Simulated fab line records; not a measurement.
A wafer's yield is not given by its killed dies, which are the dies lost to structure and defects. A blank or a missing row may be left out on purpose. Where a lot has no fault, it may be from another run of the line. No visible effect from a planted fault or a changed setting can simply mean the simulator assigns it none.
Struck lot and sound lot, side by side | flow sky130 | 20 steps out of a route of 708
Sound: these wafers, L427.1, L427.3, L427.5. Wafers L433.1, L433.2, L433.4 were the ones struck. The cause is named last.
At each step with rows: each side's tool, then ch and its chambers, then its first start. Under that, the readings that differ: sound wafers | struck wafers | difference of the means | sigmas: that difference in standard deviations of wafers without a fault.
alike: a reading whose means differ by less than 2 such deviations, as well as words and numbers matching on both sides. not compared: withheld readings; readings where some wafer has no value; bounds like >300 that might hide an equal value; numbers whose values overlap and for which the record gives no deviation.
Wherever a step has rows on one side only, a row that says differs or no value, or a row with sigmas, the two part there. Non-overlapping numbers with no deviation appear without sigmas and do not part them. Lack of a reading on every wafer of one side parts them only where that side has two or more wafers.

first, 3 steps without rows for these wafers: SKY_PASSIVATION_EXPOSE_08 (exposes mask NSM, target cd 3000 nm); SKY_PASSIVATION_PEB_09; SKY_PASSIVATION_DEVELOP_10 (develop time 60 s).
SKY_PASSIVATION_ETCH_11: etches the open film in CF4/O2, stops on AlCu, target depth 725 nm, time 161.1 s.
  sound on rieDiel-01 ch 0,1,2, day 48 03:20; struck on rieDiel-04 ch 0,1,2, day 49 11:56
  alike: O2_flow_sccm, biasW, cf4FlowSccm, drypumpMotorCurrentA, oesProductAu, throttleValvePct
  not compared: rfHoursCounterH
SKY_PASSIVATION_STRIP_12: strips in O2/N2.
  sound on plasmaAsher-01 ch 0,1, day 48 03:26; struck on plasmaAsher-02 ch 0,1, day 49 12:02
  alike: drypumpMotorCurrentA, o2FlowSccm, oesProductAu, stripTimeToEndpointS
  not compared: rfHoursCounterH
then, 7 steps without rows for these wafers: SKY_PAD_OPEN_DEHYDRATE_00 (time 60 s); SKY_PAD_OPEN_HMDS_01 (prime time 60 s); SKY_PAD_OPEN_COAT_02 (resist thk 3000 nm); SKY_PAD_OPEN_SOFTBAKE_03; SKY_PAD_OPEN_EXPOSE_04 (exposes mask PDM, target cd 60000 nm); SKY_PAD_OPEN_PEB_05; SKY_PAD_OPEN_DEVELOP_06 (develop time 60 s).
SKY_PAD_OPEN_ETCH_07: etches the open film in CF4/O2, stops on AlCu, target depth 725 nm, time 161.1 s.
  sound on rieDiel-03 ch 1,3, day 48 21:02; struck on rieDiel-03 ch 0,2,3, day 50 04:38
  alike: O2_flow_sccm, biasW, cf4FlowSccm, drypumpMotorCurrentA, oesProductAu, throttleValvePct
  not compared: rfHoursCounterH
SKY_PAD_OPEN_STRIP_08: strips in O2/N2.
  sound on plasmaAsher-03 ch 0,1, day 48 21:09; struck on plasmaAsher-01 ch 0,1, day 50 04:44
  alike: drypumpMotorCurrentA, o2FlowSccm, oesProductAu
  not compared: rfHoursCounterH
then, 4 steps without rows for these wafers: SKY_PAD_OPEN_STRIP_09 (strips in post etch residue remover, time 1200 s); SKY_PAD_OPEN_CLEAN_10 (cleans in IPA, time 180 s); SKY_PAD_OPEN_CLEAN_11 (cleans in O3/DIW); SKY_PAD_OPEN_ANNEAL_12.
SKY_PAD_OPEN_BOW_MEAS_13:
  struck on filmMetro-03, day 50 06:50; sound on filmMetro-02, day 48 23:14
  alike: PAD_OPEN_BOW
SKY_PAD_OPEN_PROBE_99:
  struck on prober-02, day 50 06:57; sound on prober-02, day 48 23:22
reading                               | sound             | struck            | difference | sigmas
defectLimitedYield (%)                | 79.7 82.1 83.1    | 76.4 75.6 79.9    | -4.3       | -2
killedAtOther                         | 0 0 0             | 35 36 27          | +33        | +54
killedDies                            | 100 88 83         | 116 120 99        | +21        | +2
sort_bin_3_pad_short (%)              | 1.0 1.0 1.4       | 2.0 2.2 2.0       | +0.9       | +2
sort_bin_5_function (%)               | 12.8 10.0 10.2    | 15.9 15.7 12.0    | +3.5       | +3
sortNPass                             | 392 404 409       | 376 372 393       | -21        | -2
sortYieldPct (%)                      | 79.7 82.1 83.1    | 76.4 75.6 79.9    | -4.3       | -2
model.etest.tester.sort_bin_3_pct (%) | 1.016 1.016 1.423 | 2.033 2.236 2.033 | +0.949     | 
  alike: killed_at_M0_to_M3, killed_at_M4_up, killedAtContacts, killedAtFrontEnd, killedOpen, killedShort, sort_bin_6_memory, sort_bin_8_speed
  not compared: model.etest.tester.sortNPass, model.etest.tester.sortYieldPct, model.etest.tester.sort_bin_5_pct

WHERE THEY PART
At SKY_PAD_OPEN_PROBE_99 and nowhere else, as far as this record goes.

WHY: what had been put in by the simulator
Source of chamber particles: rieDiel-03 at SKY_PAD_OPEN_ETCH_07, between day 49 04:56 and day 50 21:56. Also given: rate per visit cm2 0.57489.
